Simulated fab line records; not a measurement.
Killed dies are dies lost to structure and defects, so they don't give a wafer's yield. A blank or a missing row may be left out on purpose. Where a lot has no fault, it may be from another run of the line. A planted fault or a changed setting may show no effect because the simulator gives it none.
8D (eight disciplines) problem report, filled in by code -- flow gf180mcu -- the parts of the form that need people (team, actions taken, sign-off) are left out

== 1. WHAT IS WRONG ==
Across 6 wafers from 2 lots, LVPWELL_RS at GF_VT_IMPLANT_RS_MEAS_48 averages 1124.2 ohm/sq, while fault-free wafers read 1194.3 ohm/sq with a standard deviation of 2.8. That is -25 standard deviations from the usual mean.
The step: measures by four-point-probe.
Seen first at day 12 02:11 on filmMetro-01, wafer L615.1. The record holds 36 wafers of 12 lots with a number at this step. Rule for "out" (also "out of limits"): further than 4 standard deviations from the usual mean. The rest of the wafers with a number are treated as sound.

== 2. WHAT THIS IS AND IS NOT ==
question,is,is not
which readings at this step,LVPWELL_RS,-
which lots,"L615, L616","L599, L603, L604, L605, L607, L608, L609, L614, L620, L622"
which wafers of those lots,all that have a number,-
read on which gauges,"filmMetro-01, filmMetro-02",filmMetro-04
when,from day 12 02:11,"up to then (24 sound wafers); but 6 sound wafers of L620, L622 came after"

== 3. WHAT RULES OUT EACH SUSPECT ==
Counting: any tool at a process step up to the reading is kept as a suspect provided that every lot that is out went through it and no sound lot did after the first of them.
- the gauge at GF_VT_IMPLANT_RS_MEAS_48 has been ruled out. 2 gauges (filmMetro-01, filmMetro-02) read the wafers that are out.
- implanter-04 at GF_LVPWELL_IMPLANT_08: kept. It processed each lot that is out, first L615 at day 7 15:10, and no sound lot thereafter; up to then, the last sound lot it processed was L614 at day 7 08:40. Out on those wafers are its own readings of doseIonsCm2, faradayCurrentUA.
Remaining after the count: implanter-04 at GF_LVPWELL_IMPLANT_08.

== 4. THE CAUSE (what the simulator had put in) ==
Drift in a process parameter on implanter-04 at GF_LVPWELL_IMPLANT_08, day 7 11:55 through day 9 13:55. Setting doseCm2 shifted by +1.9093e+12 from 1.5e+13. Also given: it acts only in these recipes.
Only this tool survived the counting.

== 5. THE CHAIN OF EFFECTS, in route order ==
Each row: a reading where the mean over the struck wafers with a number is more than 3 standard deviations away from the usual. Only readings whose record carries a usual standard deviation are examined. hours: median over the lots of the time between each lot's start at the first step of this table that gives one and its start at this step. sigmas: the change, counted in usual standard deviations.
hours,step,reading,usual,on struck wafers,change,sigmas
0,GF_LVPWELL_IMPLANT_08,doseIonsCm2,1.4995e+13,1.6910e+13,+1.9153e+12,+99 or more
0,GF_LVPWELL_IMPLANT_08,faradayCurrentUA,84.7,96.2,+11.5,+6.8
110,GF_VT_IMPLANT_RS_MEAS_48,LVPWELL_RS,1194.3 ohm/sq,1124.2,-70.1,-25
Process steps it contains:
- GF_LVPWELL_IMPLANT_08
Later steps that measure or inspect, where all struck wafers having a row at the step show a number for every such reading and not one has moved that far: GF_PSD_TW_MEAS_11.

== 6. HOW IT WOULD HAVE BEEN CAUGHT EARLIER ==
Counted from the fault's start at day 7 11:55, it took 110 hours until the first out-of-limits reading at a measuring or inspecting step in this record, taken at day 12 02:11.
At GF_LVPWELL_IMPLANT_08, the tool's own readings (doseIonsCm2, faradayCurrentUA) were out on each struck wafer the step has a row for, so an alarm limit on them would have fired on the first such wafer.
By day 12 02:11 the whole set of lots that are out, 2 in number, had already begun GF_LVPWELL_IMPLANT_08 on implanter-04. None of them would have been spared by holding the tool at that moment.
